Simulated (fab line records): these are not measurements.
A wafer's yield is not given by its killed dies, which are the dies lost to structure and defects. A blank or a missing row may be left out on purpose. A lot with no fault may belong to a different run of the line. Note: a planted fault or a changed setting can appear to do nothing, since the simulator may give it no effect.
What tool caused it? ; flow gf180mcu ; route of 602 steps, sampled at 1 step: 7 lots, 21 wafers

== WHAT THE GAUGES SHOWED, per wafer ==
GF_POLY_GATE_CD_MEAS_10: target cd 280 nm.
lot;measured;on;cdNm (nm)
L842;day 9 15:49;cdSem-02;279.1 278.4 278.2
L844;day 10 05:45;cdSem-02;279.1 279.9 279.2
L846;day 10 13:41;cdSem-02;278.8 278.8 278.4
L850;day 11 17:41;cdSem-02;279.2 279.1 278.7
L856;day 13 11:46;cdSem-02;281.2 280.2 281.2
L860;day 14 20:04;cdSem-02;282.0 281.8 282.1
L863;day 15 17:06;cdSem-01;280.3 282.0 280.8

== TOOL THAT RAN EACH LOT (tool first, then ch and the chambers of the sampled wafers, then the start) ==
No process step before these readings appears in the record.

== THE ANSWER, worked out from the rows above alone ==
Rule: what is usual is taken from the lots themselves. Put in order of their means at a reading, lots are off if they are a third of the lots or fewer, leave a main group of 4 or more, and stand apart from it by a gap of 3 or more times the standard deviation of the main group's means; of several such gaps the widest counts. Not used: any main group whose means are identical at the precision the tables above print for the reading. A lot without any number at a reading at which 4 lots or more have one is off too. All remaining lots with rows at the step are treated as sound.
None of the lots is off at any reading shown; this tells nothing.

== WHAT THE SIMULATOR HAD PUT IN ==
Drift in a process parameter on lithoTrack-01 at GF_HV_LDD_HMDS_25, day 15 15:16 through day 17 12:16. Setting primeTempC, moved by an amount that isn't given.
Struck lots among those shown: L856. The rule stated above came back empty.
